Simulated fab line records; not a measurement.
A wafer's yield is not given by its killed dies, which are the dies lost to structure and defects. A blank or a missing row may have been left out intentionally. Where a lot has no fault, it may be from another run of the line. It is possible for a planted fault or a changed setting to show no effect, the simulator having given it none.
What tool caused it?    flow gf180mcu    Sampling: 13 lots, 38 wafers, 4 of 602 route steps

== WHAT THE GAUGES READ, wafer by wafer ==
GF_V2_CD_MEAS_14 targets a cd of 260 nm.
lot   measured      on         cd_nm (nm)
L509  day 20 01:47  cd_sem-01  259.3 259.1 259.6
L510  day 20 17:50  cd_sem-01  260.1 259.6 260.4
L511  day 20 18:45  cd_sem-01  261.6 261.1 260.8
L512  day 21 01:43  cd_sem-02  262.5 262.0 262.0
L513  day 21 12:50  cd_sem-01  258.9 258.9 259.9
L517  day 23 01:22  cd_sem-01  259.4 264.6
L524  day 25 18:08  cd_sem-01  260.5 261.7 260.8
L525  day 25 18:48  cd_sem-01  262.0 260.4 261.2
L526  day 26 01:56  cd_sem-02  259.4 259.9 259.7
L528  day 26 11:37  cd_sem-01  260.8 261.4 260.2
L527  day 26 13:31  cd_sem-02  261.9 261.2 260.9
L531  day 27 05:47  cd_sem-02  258.6 259.7 258.7
L532  day 27 17:40  cd_sem-02  261.1 258.8 258.5

== WHICH TOOL RAN EACH LOT (tool, then ch and the chambers of the sampled wafers, then the start) ==
lot   GF_M2_SPUTTER_02              GF_V2_CMP_04                   GF_V2_PEB_12
L509  pvd_sputter-01, day 17 22:37  cmp-01 ch 0,1,2, day 19 00:28  litho_track-01 ch 0, day 20 01:26
L510  pvd_sputter-01, day 18 14:12  cmp-01 ch 0,2,3, day 19 16:02  litho_track-03 ch 0, day 20 17:03
L511  pvd_sputter-03, day 18 15:31  cmp-01 ch 0,1,3, day 19 17:43  litho_track-02 ch 0, day 20 18:24
L512  pvd_sputter-01, day 18 22:27  cmp-01 ch 0,1, day 20 00:34    litho_track-03 ch 0, day 21 01:23
L513  pvd_sputter-02, day 19 09:47  cmp-01 ch 0,3, day 20 11:45    litho_track-03 ch 0, day 21 12:30
L517  pvd_sputter-01, day 21 01:11  cmp-02 ch 1,3, day 22 01:37    litho_track-03 ch 0, day 23 01:02
L524  pvd_sputter-02, day 23 22:28  cmp-02 ch 0,2,3, day 24 20:46  litho_track-01 ch 0, day 25 17:47
L525  pvd_sputter-03, day 23 22:49  cmp-01 ch 1,2,3, day 24 21:01  litho_track-02 ch 0, day 25 18:26
L526  pvd_sputter-01, day 24 06:32  cmp-02 ch 0,1,2, day 25 04:19  litho_track-01 ch 0, day 26 01:35
L528  pvd_sputter-03, day 24 16:30  cmp-01 ch 0,1,2, day 25 15:08  litho_track-03 ch 0, day 26 11:16
L527  pvd_sputter-01, day 24 18:23  cmp-01 ch 0,2,3, day 25 17:02  litho_track-03 ch 0, day 26 13:10
L531  pvd_sputter-03, day 25 11:18  cmp-01 ch 0,1,2, day 26 09:52  litho_track-01 ch 0, day 27 05:26
L532  pvd_sputter-02, day 25 23:26  cmp-01 ch 0,1, day 26 21:04    litho_track-03 ch 0, day 27 17:20
- GF_M2_SPUTTER_02: material AlCu, target thk 450 nm, time 23.9 s.
- GF_V2_CMP_04: polishes SiO2.
- GF_V2_PEB_12: peb time 90 s.

== AS READ BY THE TOOLS THEMSELVES (means over the sampled wafers that have a number; for cases with no such wafer, the mark the record gives instead) ==
GF_M2_SPUTTER_02.
lot   tool            throttle_valve_pct (%)
L509  pvd_sputter-01  30.0
L510  pvd_sputter-01  30.4
L511  pvd_sputter-03  31.0
L512  pvd_sputter-01  30.5
L513  pvd_sputter-02  30.7
L517  pvd_sputter-01  30.8
L524  pvd_sputter-02  30.4
L525  pvd_sputter-03  30.2
L526  pvd_sputter-01  30.4
L528  pvd_sputter-03  30.5
L527  pvd_sputter-01  30.3
L531  pvd_sputter-03  29.4
L532  pvd_sputter-02  29.9

GF_V2_CMP_04.
lot   tool    motor_current_A (A)  retaining_ring_pressure_frac  time_to_endpoint_s (s)
L509  cmp-01  11.2                 1.003                         80
L510  cmp-01  12.9                 1.002                         75
L511  cmp-01  11.9                 1.002                         86
L512  cmp-01  10.8                 1.004                         86
L513  cmp-01  13.6                 0.996                         82
L517  cmp-02  12.8                 0.998                         86
L524  cmp-02  12.8                 1.002                         89
L525  cmp-01  11.4                 0.998                         81
L526  cmp-02  12.8                 0.996                         77
L528  cmp-01  11.3                 1.001                         79
L527  cmp-01  12.5                 0.997                         74
L531  cmp-01  11.3                 0.997                         80
L532  cmp-01  11.8                 1.001                         76

GF_V2_PEB_12.
lot   tool            resist_line_temp_C (C)
L509  litho_track-01  22.94
L510  litho_track-03  22.96
L511  litho_track-02  23.01
L512  litho_track-03  23.04
L513  litho_track-03  22.99
L517  litho_track-03  23.05
L524  litho_track-01  23.06
L525  litho_track-02  23.08
L526  litho_track-01  22.93
L528  litho_track-03  23.00
L527  litho_track-03  22.94
L531  litho_track-01  23.10
L532  litho_track-03  23.07

== THE ANSWER, worked out from the rows above alone ==
Rule: what is usual is taken from the lots themselves. The widest of any qualifying gaps counts: lots, ordered by their means at a reading, are off when they make up no more than a third of the lots, leave a main group of 4 or more, and stand apart from it by 3 or more times the standard deviation of that group's means. A main group is skipped when, at the precision printed for the reading in the tables above, its means are all equal. A lot without any number at a reading at which 4 lots or more have one is off too. Where the step has rows for the other lots, those lots are counted as sound. Order of review: gauges by route order, followed by the tools' own readings, for which a lot's mean as printed above is used. At the first step where some lot is off, the reading lying furthest off is the one used; lots without a number count as furthest.
Nothing can be told from this: no lot is off at any reading shown.

== WHAT THE SIMULATOR PUT IN ==
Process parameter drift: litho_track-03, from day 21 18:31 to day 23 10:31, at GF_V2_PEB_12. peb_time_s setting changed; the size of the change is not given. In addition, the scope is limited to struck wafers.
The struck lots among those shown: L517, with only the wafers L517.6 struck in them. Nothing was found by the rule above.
